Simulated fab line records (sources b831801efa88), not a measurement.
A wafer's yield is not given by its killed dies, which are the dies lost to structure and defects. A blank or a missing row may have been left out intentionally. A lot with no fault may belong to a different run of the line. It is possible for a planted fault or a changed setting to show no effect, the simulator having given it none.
Chamber matching / flow gf180mcu / GF_V3_CMP_26 on cmp-02 has 4 sister chambers
The step polishes, stops on SiO2, t overpolish 15 s, target thk 0 nm. 4 wafers are shown with their chamber, then 9 later ones without.

WAFERS WITH THEIR CHAMBER
wafer=L737.5; chamber=1; time to endpoint s (s)=83
wafer=L738.3; chamber=0; time to endpoint s (s)=83
wafer=L751.1; chamber=2; time to endpoint s (s)=85
wafer=L751.6; chamber=3; time to endpoint s (s)=94

WAFERS WITH NO CHAMBER GIVEN
wafer=L753.2; time to endpoint s (s)=84
wafer=L753.4; time to endpoint s (s)=82
wafer=L753.6; time to endpoint s (s)=83
wafer=L754.3; time to endpoint s (s)=86
wafer=L754.4; time to endpoint s (s)=80
wafer=L754.5; time to endpoint s (s)=83
wafer=L755.1; time to endpoint s (s)=90
wafer=L755.4; time to endpoint s (s)=82
wafer=L755.5; time to endpoint s (s)=86

CHAMBER TAKEN BY EACH
wafer=L753.2; from the rows above=can't be placed: 0 or 1 or 2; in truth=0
wafer=L753.4; from the rows above=can't be placed: 0 or 1 or 2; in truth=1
wafer=L753.6; from the rows above=can't be placed: 0 or 1 or 2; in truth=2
wafer=L754.3; from the rows above=can't be placed: 2 or 0 or 1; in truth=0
wafer=L754.4; from the rows above=can't be placed: 0 or 1 or 2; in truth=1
wafer=L754.5; from the rows above=can't be placed: 0 or 1 or 2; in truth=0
wafer=L755.1; from the rows above=can't be placed: 3 or 2 or 0 or 1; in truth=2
wafer=L755.4; from the rows above=can't be placed: 0 or 1 or 2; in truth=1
wafer=L755.5; from the rows above=can't be placed: 2 or 0 or 1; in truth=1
Correctly placed: 0 of 9. Can't be placed from these rows: 9 (the true chamber is among the candidates in 9). 0 placed wrongly.
How it was worked out, from the rows above alone: a wafer's distance from a chamber is the root of the sum, over the readings, of the square of ((its reading less the chamber's mean) divided by the reading's scatter). If the next closest chamber is less than 2 further off than the closest, the wafer can't be placed; otherwise it belongs to the closest. For every chamber, the mean is computed from those of its wafers that are shown. The scatter (one wafer shown for each chamber): square how far every hidden wafer sits from the nearest shown wafer, average those squares and take the square root.
